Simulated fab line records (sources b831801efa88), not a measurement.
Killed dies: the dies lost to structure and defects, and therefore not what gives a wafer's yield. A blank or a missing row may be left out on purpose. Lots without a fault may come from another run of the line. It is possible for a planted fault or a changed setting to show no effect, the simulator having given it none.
A struck lot beside a sound one | flow sky130 | 43 out of 708 route steps
Sound: the wafers L223.1, L223.3, L223.5. Struck: wafer L231.1 (L231.2, L231.4, from the same lot, were not struck and are left out); the cause is given at the end.
Each step with rows lists, per side, the tool, then ch with its chambers, then its first start. Under that, the readings that differ: sound wafers | struck wafers | difference of the means | sigmas: that difference in standard deviations of wafers without a fault.
alike: readings whose means differ by less than 2 such deviations, and words and numbers that are the same on both sides. not compared: withheld readings, readings that some wafer has no value for, bounds like >300 that may hide the same value, and numbers for which the record gives no deviation and whose values overlap.
A row with sigmas, a row that says differs or no value, or rows on one side alone: a step with any of these is where the two part. Numbers that don't overlap but have no deviation are shown without sigmas and don't part them. A reading missing from all wafers of one side parts the sides only when that side holds two or more wafers.

first, 2 steps without rows for these wafers: SKY_VIA2_SPUTTER_20 (material TiN, target thk 20 nm, time 80 s); SKY_VIA2_CVD_21 (deposits W, target thk 420 nm, time 126.4 s).
SKY_VIA2_RS_MEAS_22: uses a four-point probe to measure.
  sound on film metro-03, day 39 23:24; struck on film metro-02, day 42 08:02
  alike: VIA2_W_RS
SKY_VIA2_THK_MEAS_23: measures by xrf.
  sound on film metro-03, day 39 23:31; struck on film metro-02, day 42 08:09
  alike: VIA2_W_THK
SKY_VIA2_CMP_24: polishes, stops on SiO2, t overpolish 20 s, target thk 0 nm.
  sound on cmp-01 ch 1,2,3, day 39 23:35; struck on cmp-02 ch 3, day 42 08:13
  alike: motor current A, overpolish run s, time to endpoint s
then, 2 steps without rows for these wafers: SKY_METAL3_SPUTTER_00 (material Ti, target thk 15 nm, time 10 s); SKY_METAL3_SPUTTER_01 (material TiN, target thk 20 nm, time 16.7 s).
SKY_METAL3_SPUTTER_02: material AlCu, target thk 735 nm, time 39.1 s.
  sound on pvd sputter-04, day 39 23:56; struck on pvd sputter-03, day 42 08:33
  alike: throttle valve pct
SKY_METAL3_SPUTTER_03: material Ti, target thk 5 nm, time 3.3 s.
  sound on pvd sputter-04, day 39 23:58; struck on pvd sputter-03, day 42 08:35
  alike: throttle valve pct
then, 1 step without rows for these wafers: SKY_METAL3_SPUTTER_04 (material TiN, target thk 70 nm, time 58.3 s).
SKY_CAPM_CVD_00: deposits SiO2, target thk 15.5 nm.
  sound on pecvd-04 ch 0,1, day 40 00:02; struck on pecvd-02 ch 1, day 42 08:40
  alike: heater power w, rf fwd power W
SKY_CAPM_THK_MEAS_01:
  sound on film metro-02, day 40 00:04; struck on film metro-01, day 42 08:41
  alike: CAPM_CVD_00_THK
SKY_CAPM_SPUTTER_02: material TiN, target thk 200 nm, time 166.7 s.
  sound on pvd sputter-02, day 40 00:08; struck on pvd sputter-04, day 42 08:44
  alike: throttle valve pct
SKY_CAPM_RS_MEAS_03: uses a four-point probe to measure.
  sound on film metro-01, day 40 00:14; struck on film metro-02, day 42 08:51
  reading              | sound          | struck | difference | sigmas
  CAPM_TIN_RS (ohm/sq) | 6.78 6.86 6.74 | 7.04   | +0.25      | +3
SKY_CAPM_THK_MEAS_04: measures by xrf.
  sound on film metro-01, day 40 00:22; struck on film metro-02, day 42 08:58
  reading           | sound             | struck | difference | sigmas
  CAPM_TIN_THK (nm) | 203.0 201.0 203.8 | 196.0  | -6.6       | -3
then, 7 steps without rows for these wafers: SKY_CAPM_DEHYDRATE_05 (time 60 s); SKY_CAPM_HMDS_06 (prime time 60 s); SKY_CAPM_COAT_07 (resist thk 1140 nm); SKY_CAPM_SOFTBAKE_08 (time 60 s); SKY_CAPM_EXPOSE_09 (exposes mask CAPM, target cd 1000 nm); SKY_CAPM_PEB_10; SKY_CAPM_DEVELOP_11 (develop time 60 s).
SKY_CAPM_OVL_MEAS_12:
  sound on overlay-02, day 41 01:30; struck on overlay-02, day 43 08:39
  reading       | sound          | struck | difference | sigmas
  CAPM_OVL (nm) | -0.1 -0.6 -0.6 | 2.7    | +3.1       | +2
SKY_CAPM_METAL_ETCH_13: etches TiN in Cl2/BCl3, stops on SiO2, target depth 220 nm, time 62.9 s.
  sound on rie metal-02 ch 1, day 41 01:32; struck on rie metal-02 ch 1, day 43 08:41
  reading             | sound             | struck | difference | sigmas
  mfc cl2 sccm (sccm) | 60.01 59.86 59.38 | 60.16  | +0.41      | +2
  alike: drypump motor current A, oes product au, rf fwd power W, throttle valve pct
  not compared: rf hours counter h
then, 12 steps without rows for these wafers: SKY_CAPM_STRIP_14 (strips in O2/N2); SKY_CAPM_STRIP_15 (strips in post etch residue remover, time 1200 s); SKY_CAPM_CLEAN_16 (cleans in IPA, time 180 s); SKY_CAPM_CLEAN_17 (cleans in O3/DIW); SKY_METAL3_DEHYDRATE_05 (time 60 s); SKY_METAL3_HMDS_06 (prime time 60 s); SKY_METAL3_COAT_07 (resist thk 60 nm); SKY_METAL3_COAT_08 (resist thk 1140 nm); SKY_METAL3_SOFTBAKE_09 (time 90 s); SKY_METAL3_EXPOSE_10 (exposes mask MM3, target cd 300 nm); SKY_METAL3_PEB_11; SKY_METAL3_DEVELOP_12 (develop time 60 s).
SKY_METAL3_CD_MEAS_13 targets a cd of 300 nm.
  sound on cd sem-01, day 42 03:00; struck on cd sem-02, day 44 08:08
  reading    | sound             | struck | difference | sigmas
  cd nm (nm) | 301.4 302.8 302.9 | 299.7  | -2.7       | -2
SKY_METAL3_OVL_MEAS_14:
  sound on overlay-02, day 42 03:07; struck on overlay-02, day 44 08:15
  alike: METAL3_OVL
then, 4 steps without rows for these wafers: SKY_METAL3_DESCUM_15 (chemistry O2, time 8 s); SKY_METAL3_ETCH_16 (etches BARC in N2/H2, stops on SiO2, time 88.2 s, target depth 60 nm); SKY_METAL3_ETCH_17 (etches SiO2 in C4F8/O2/Ar, stops on TiN, time 3.9 s, target depth 15 nm); SKY_METAL3_METAL_ETCH_18 (etches the open film in Cl2/BCl3, stops on SiO2, target depth 845 nm, time 183.1 s).
-- the record jumps here: 6 days lie between the struck wafers' starts before and after (it left off in module METAL3 and takes up again in module PAD_OPEN, whose first step shown is number 708 of the route) --
SKY_PAD_OPEN_PROBE_99:
  sound on prober-01, day 48 22:39; struck on prober-01, day 50 14:49
  reading                               | sound               | struck                   | difference                   | sigmas
  hold                                  | - - -               | await dispo/4.6h/release | no value on the sound wafers |
  defect limited yield (%)              | 82.1 79.7 83.7      | 70.3                     | -11.5                        | -5
  killed at other                       | 0 0 0               | 63                       | +63                          | +99 or more
  killed dies                           | 88 100 80           | 146                      | +57                          | +5
  sort_bin_3_pad_short (%)              | 0.6 0.8 0.6         | 4.7                      | +4.0                         | +11
  sort_bin_5_function (%)               | 10.6 12.6 10.0      | 16.7                     | +5.6                         | +4
  sort n pass                           | 404 392 412         | 346                      | -57                          | -5
  sort yield pct (%)                    | 82.1 79.7 83.7      | 70.3                     | -11.5                        | -5
  model.etest.tester.sort n pass        | 404 392 412         | 346                      | -57                          |
  model.etest.tester.sort yield pct (%) | 82.11 79.67 83.74   | 70.33                    | -11.51                       |
  model.etest.tester.sort_bin_5_pct (%) | 10.57 12.6 9.959    | 16.67                    | +5.63                        |
  model.etest.tester.sort_bin_3_pct (%) | 0.6098 0.813 0.6098 | 4.675                    | +3.997                       |
  alike: killed_at_M0_to_M3, killed_at_M4_up, killed at contacts, killed at front end, killed open, killed short, sort_bin_6_memory

## WHERE THEY PART
Earliest at SKY_CAPM_RS_MEAS_03; latest, in this record, at SKY_PAD_OPEN_PROBE_99.

WHY: what the simulator had put in
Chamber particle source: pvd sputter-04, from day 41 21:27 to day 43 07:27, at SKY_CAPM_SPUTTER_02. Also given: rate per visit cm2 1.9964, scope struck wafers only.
